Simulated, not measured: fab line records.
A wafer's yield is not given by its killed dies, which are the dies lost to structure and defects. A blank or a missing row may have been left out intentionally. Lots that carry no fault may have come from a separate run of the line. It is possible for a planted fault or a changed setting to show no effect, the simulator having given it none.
Which tool did it? -- flow sky130 -- 42 wafers from 14 lots sampled at 5 of the route's 708 steps

== WHAT EACH GAUGE READ, for each wafer ==
SKY_FIELD_ISO_BOW_MEAS_00.
lot,measured,on,INCOMING_BOW (um)
L236,day 1 10:00,filmMetro-01,-14 6 -2
L237,day 1 15:01,filmMetro-02,5 9 4
L238,day 1 20:00,filmMetro-01,-3 -7 -9
L240,day 2 06:01,filmMetro-02,-1 -16 2
L243,day 2 21:02,filmMetro-02,3 -8 -9
L248,day 3 22:00,filmMetro-02,1 7 3
L249,day 4 03:01,filmMetro-01,-5 5 2
L250,day 4 08:01,filmMetro-04,0 -6 -1
L253,day 4 23:00,filmMetro-04,-10 2 -5
L254,day 5 04:00,filmMetro-02,2 -14 -2
L256,day 5 14:04,filmMetro-02,8 1 -3
L257,day 5 19:00,filmMetro-01,2 -7 -7
L258,day 6 00:04,filmMetro-04,2 -2 0
L259,day 6 05:00,filmMetro-04,-8 -1 -1

SKY_FIELD_ISO_THK_MEAS_02.
lot,measured,on,FIELD_ISO_OXIDATION_00_THK (nm)
L236,day 1 12:58,filmMetro-01,11.70 11.87 11.91
L237,day 1 22:41,filmMetro-02,11.68 11.58 11.52
L238,day 1 22:40,filmMetro-01,11.97 11.79 11.95
L240,day 2 13:25,filmMetro-01,11.70 11.63 11.71
L243,day 2 23:38,filmMetro-01,12.00 11.83 11.76
L248,day 3 23:38,filmMetro-01,11.83 11.70 11.73
L249,day 4 05:04,filmMetro-04,12.02 11.69 11.89
L250,day 4 09:38,filmMetro-01,11.95 11.95 11.91
L253,day 5 01:44,filmMetro-04,12.27 12.34 12.45
L254,day 5 05:53,filmMetro-01,11.91 11.94 11.97
L256,day 5 16:07,filmMetro-02,11.82 11.91 11.87
L257,day 5 21:44,filmMetro-04,12.19 12.25 12.00
L258,day 6 02:01,filmMetro-01,11.69 11.76 11.90
L259,day 6 06:47,filmMetro-01,11.77 11.92 11.63

SKY_NWELL_THK_MEAS_02.
lot,measured,on,NWELL_OXIDATION_THK (nm)
L236,day 3 00:54,filmMetro-03,15.85 15.92 16.02
L237,day 2 23:31,filmMetro-03,9.81 9.83 9.69
L238,day 2 23:30,filmMetro-04,9.80 9.82 9.70
L240,day 3 18:04,filmMetro-04,16.14 16.18 15.69
L243,day 4 03:45,filmMetro-02,15.76 15.71 15.36
L248,day 5 04:23,filmMetro-04,10.04 10.17 9.93
L249,day 5 11:29,filmMetro-03,9.79 9.85 9.88
L250,day 5 14:26,filmMetro-04,9.82 9.60 9.87
L253,day 6 06:20,filmMetro-03,9.97 9.84 9.92
L254,day 6 10:46,filmMetro-04,9.95 9.98 9.96
L256,day 6 20:17,filmMetro-02,9.80 9.82 9.66
L257,day 7 02:39,filmMetro-03,9.90 9.96 9.74
L258,day 7 19:40,filmMetro-04,9.82 9.85 9.85
L259,day 7 19:42,filmMetro-04,9.83 9.79 9.92

SKY_NWELL_TW_MEAS_15.
lot,measured,on,NWELL_TW
L236,day 4 23:23,filmMetro-03,1828 1830 1834
L237,day 5 00:49,filmMetro-02,1790 1791 1799
L238,day 5 02:10,filmMetro-04,1839 1847 1844
L240,day 5 19:37,filmMetro-02,1776 1789 1787
L243,day 6 07:44,filmMetro-03,1830 1818 1820
L248,day 7 13:58,filmMetro-03,1823 1828 1834
L249,day 7 21:23,filmMetro-02,1794 1800 1797
L250,day 8 00:58,filmMetro-03,1847 1840 1831
L253,day 8 19:43,filmMetro-04,1861 1868 1858
L254,day 8 22:19,filmMetro-03,1832 1840 1838
L256,day 9 09:38,filmMetro-04,1834 1843 1833
L257,day 9 17:16,filmMetro-02,1789 1805 1800
L258,day 10 12:26,filmMetro-03,1850 1848 1840
L259,day 10 13:04,filmMetro-03,1847 1832 1850

== TOOL THAT RAN EACH LOT (tool first, then ch and the chambers of the sampled wafers, then the start) ==
lot,SKY_NWELL_OXIDATION_01
L236,"furnace-01 ch 0, day 2 20:43"
L237,"furnace-01 ch 0, day 2 22:07"
L238,"furnace-01 ch 0, day 2 22:07"
L240,"furnace-02 ch 0, day 3 14:32 and furnace-01 ch 0, day 3 16:40"
L243,"furnace-02 ch 0, day 4 00:40 and furnace-01 ch 0, day 4 02:20"
L248,"furnace-02 ch 0, day 5 02:59"
L249,"furnace-01 ch 0, day 5 10:01"
L250,"furnace-01 ch 0, day 5 13:02"
L253,"furnace-01 ch 0, day 6 04:57"
L254,"furnace-01 ch 0, day 6 09:22"
L256,"furnace-01 ch 0, day 6 18:52"
L257,"furnace-02 ch 0, day 7 01:15"
L258,"furnace-02 ch 0, day 7 18:15"
L259,"furnace-02 ch 0, day 7 18:15"
- SKY_NWELL_OXIDATION_01: stabilise 600 s, purge 300 s, target thk 10 nm.

== WHAT THE TOOLS THEMSELVES READ (means of the sampled wafers that have a number; where no wafer has one, the mark that the record gives instead) ==
The record holds no such reading with a usual standard deviation.

== THE ANSWER, worked out from the rows above alone ==
Rule: the usual values come from the lots themselves. The widest of any qualifying gaps counts: lots, ordered by their means at a reading, are off when they make up no more than a third of the lots, leave a main group of 4 or more, and stand apart from it by 3 or more times the standard deviation of that group's means. A main group whose means are all the same, to the digits that the tables above print for the reading, isn't used. Also off: a lot with no number at a reading for which 4 or more lots have one. Any other lot the step has rows for is counted as sound. After the gauges, taken in route order, come the tools' own readings; for these a lot's mean is taken, as printed above. At the first step where some lot is off, the reading lying furthest off is the one used; lots without a number count as furthest.
Off: L236, L240, L243, seen at SKY_NWELL_THK_MEAS_02 (NWELL_OXIDATION_THK). Mean 9.85 nm and standard deviation 0.087 in the main group.
A tool fits if, at a process step before that reading, it ran every lot that is off, and no sound lot after the first of them. Gauges at SKY_NWELL_THK_MEAS_02: tried the same way as those tools. None of those tried fits.

== WHAT THE SIMULATOR PUT IN ==
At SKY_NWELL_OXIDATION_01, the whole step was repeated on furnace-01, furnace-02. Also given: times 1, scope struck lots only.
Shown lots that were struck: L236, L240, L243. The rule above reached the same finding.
